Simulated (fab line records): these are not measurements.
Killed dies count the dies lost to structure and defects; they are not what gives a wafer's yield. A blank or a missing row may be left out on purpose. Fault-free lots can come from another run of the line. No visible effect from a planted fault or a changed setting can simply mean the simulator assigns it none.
What tool caused it?	flow sfq-line	Sampling: 13 lots, 39 wafers, 2 of 325 route steps

## WHAT THE GAUGES READ, wafer by wafer
SFQ_M0_RS_MEAS_904: a four-point-probe measurement.
lot	measured	on	M0_NB_RS (ohm/sq)
L562	day 6 19:04	film-metro-02	0.896 0.891 0.899
L564	day 7 10:28	film-metro-03	0.899 0.900 0.901
L566	day 7 22:04	film-metro-03	0.888 0.888 0.886
L567	day 8 04:44	film-metro-03	0.877 0.881 0.876
L568	day 8 11:56	film-metro-02	0.885 0.897 0.887
L569	day 8 18:07	film-metro-01	0.881 0.883 0.882
L570	day 8 20:20	film-metro-01	0.901 0.892 0.895
L571	day 9 01:09	film-metro-01	0.884 0.886 0.890
L574	day 9 22:55	film-metro-02	0.891 0.885 0.892
L575	day 10 06:04	film-metro-02	0.907 0.903 0.902
L581	day 12 10:57	film-metro-02	0.890 1.155 0.890
L584	day 13 10:31	film-metro-03	0.902 0.891 0.891
L585	day 13 17:43	film-metro-02	0.883 0.881 0.891

## EACH LOT AND THE TOOL THAT RAN IT (in order: tool; ch and the chambers of the sampled wafers; start)
lot	SFQ_TRILAYER_M0_DEP_SPUTTER_019
L562	pvd-sputter-04, day 6 17:58
L564	pvd-sputter-04, day 7 10:22
L566	pvd-sputter-06, day 7 21:55
L567	pvd-sputter-05, day 8 04:38
L568	pvd-sputter-05, day 8 11:50
L569	pvd-sputter-04, day 8 18:01
L570	pvd-sputter-06, day 8 20:14
L571	pvd-sputter-06, day 9 01:02
L574	pvd-sputter-05, day 9 22:48
L575	pvd-sputter-06, day 10 05:59
L581	pvd-sputter-05, day 12 10:50
L584	pvd-sputter-04, day 13 10:25
L585	pvd-sputter-04, day 13 17:37
- SFQ_TRILAYER_M0_DEP_SPUTTER_019: material Nb, target thk 200 nm, time 133.3 s.

## AS READ BY THE TOOLS THEMSELVES (means over the sampled wafers that have a number; for cases with no such wafer, the mark the record gives instead)
SFQ_TRILAYER_M0_DEP_SPUTTER_019.
lot	tool	chamber-pressure-pa (Pa)	throttle-valve-pct (%)
L562	pvd-sputter-04	0.1333	30.0
L564	pvd-sputter-04	0.1332	30.7
L566	pvd-sputter-06	0.1335	29.3
L567	pvd-sputter-05	0.1333	30.0
L568	pvd-sputter-05	0.1332	30.2
L569	pvd-sputter-04	0.1336	30.8
L570	pvd-sputter-06	0.1336	30.1
L571	pvd-sputter-06	0.1334	29.5
L574	pvd-sputter-05	0.1332	30.1
L575	pvd-sputter-06	0.1333	29.6
L581	pvd-sputter-05	0.1336	30.3
L584	pvd-sputter-04	0.1331	30.7
L585	pvd-sputter-04	0.1335	29.4

## THE ANSWER, worked out from the rows above alone
Rule: the lots themselves supply what counts as usual. The widest of any qualifying gaps counts: lots, ordered by their means at a reading, are off when they make up no more than a third of the lots, leave a main group of 4 or more, and stand apart from it by 3 or more times the standard deviation of that group's means. If all means in a main group match to the digits the tables above print for the reading, that group is not used. Also off: a lot with no number at a reading for which 4 or more lots have one. Any other lot the step has rows for is counted as sound. After the gauges, taken in route order, come the tools' own readings; for these a lot's mean is taken, as printed above. The first step at which some lot is off is used, and at that step the reading that is off furthest; a lot without a number counts as furthest.
Off: L581, at SFQ_M0_RS_MEAS_904 (M0_NB_RS). Main group: mean 0.891 ohm/sq, sd 0.0072.
A tool fits if, at a process step before that reading, it ran every lot that is off, and no sound lot after the first of them. The gauges at SFQ_M0_RS_MEAS_904 are tried like those tools. One fits: SFQ_TRILAYER_M0_DEP_SPUTTER_019 on pvd-sputter-05. Its last sound lot is L574 (day 9 22:48), its first lot that is off L581 (day 12 10:50): a fault that began between those two fits.

## WHAT HAD BEEN PUT IN BY THE SIMULATOR
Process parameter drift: pvd-sputter-05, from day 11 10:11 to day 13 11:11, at SFQ_TRILAYER_M0_DEP_SPUTTER_019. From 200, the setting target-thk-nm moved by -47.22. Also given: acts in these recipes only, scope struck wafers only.
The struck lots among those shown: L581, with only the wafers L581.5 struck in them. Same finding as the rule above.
